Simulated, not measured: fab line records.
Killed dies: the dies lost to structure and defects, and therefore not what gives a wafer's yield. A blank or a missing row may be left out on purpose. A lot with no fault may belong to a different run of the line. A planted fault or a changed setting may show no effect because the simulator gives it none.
A single fault, viewed from 2 desks ; flow sky130 ; every desk sees just its own numbers, and what lay behind them comes last

== THE METROLOGY DESK ==
Lot by lot, what the gauges showed, no matter which tool ran the lot: averages of those sampled wafers that carry a number. Marked OUT: a lot whose mean sits more than 4 standard deviations from the usual mean, which makes it out of limits; the brackets give that distance.
Columns: A = cdNm at SKY_SONOS_ONO_CD_MEAS_13, usual 410.9 nm; B = POLY_GATE_TW at SKY_RES_PROTECT_TW_MEAS_08, usual 4059; C = LDD_HVN_OVL at SKY_LDD_HVN_OVL_MEAS_07, usual 0.6 nm
lot;first seen here;A;B;C
L215;day 11 03:13;411.6;4110;0.6
L219;day 14 06:44;412.0;4049;1.3
L220;day 14 15:11;407.6;4102;1.6
L221;day 14 23:55;411.3;4098;0.8
L223;day 15 19:11;411.7;4039;0.8
L226;day 16 18:04;414.7;4083;1.0
L228;day 18 23:44;407.2;4049;0.1
L231;day 19 00:21;410.2;4066;-0.7
L230;day 19 01:04;411.2;4040;2.3
L229;day 19 01:13;409.2;4042;0.7
L237;day 21 01:31;409.2;4052;1.5
L238;day 21 13:10;409.3;4066;0.2
Result from this desk: across the 12 lots, nothing is out of limits.

== TOOL OWNER'S DESK, rieSi-02 ==
The tool's own readings at SKY_POLY_GATE_ETCH_17 (etches poly-Si in HBr/Cl2, stops on SiO2, target depth 180 nm, time 70.5 s): means of the sampled wafers that have a number, for each lot that ran on this tool. Marked OUT: a lot whose mean sits more than 4 standard deviations from the usual mean, which makes it out of limits; the brackets give that distance.
Columns: A = drypumpMotorCurrentA at SKY_POLY_GATE_ETCH_17, usual 5.6 A; B = mfcCl2Sccm at SKY_POLY_GATE_ETCH_17, usual 50.00 sccm; C = oesProductAu at SKY_POLY_GATE_ETCH_17, usual 0.988 a.u.; D = throttleValvePct at SKY_POLY_GATE_ETCH_17, usual 33.684 %
lot;first seen here;A;B;C;D
L215;day 14 21:43;5.6;50.11;0.991;33.685
L219;day 18 04:01;5.7;49.93;0.998;33.679
L220;day 18 14:55;5.7;49.94;0.991;33.694
L223;day 20 02:43;5.9;50.02;0.995;33.688
L228;day 23 07:11;5.6;49.92;0.992;33.686
L230;day 23 09:20;6.0;49.96;0.990;33.679
L229;day 23 09:41;5.5;49.96;0.992;33.678
Result from this desk: across the 7 lots, nothing is out of limits.

== BROUGHT TOGETHER ==
The metrology desk saw nothing out of limits.
Nothing out of limits was seen by the tool owner's desk.

== WHAT WAS PUT IN BY THE SIMULATOR ==
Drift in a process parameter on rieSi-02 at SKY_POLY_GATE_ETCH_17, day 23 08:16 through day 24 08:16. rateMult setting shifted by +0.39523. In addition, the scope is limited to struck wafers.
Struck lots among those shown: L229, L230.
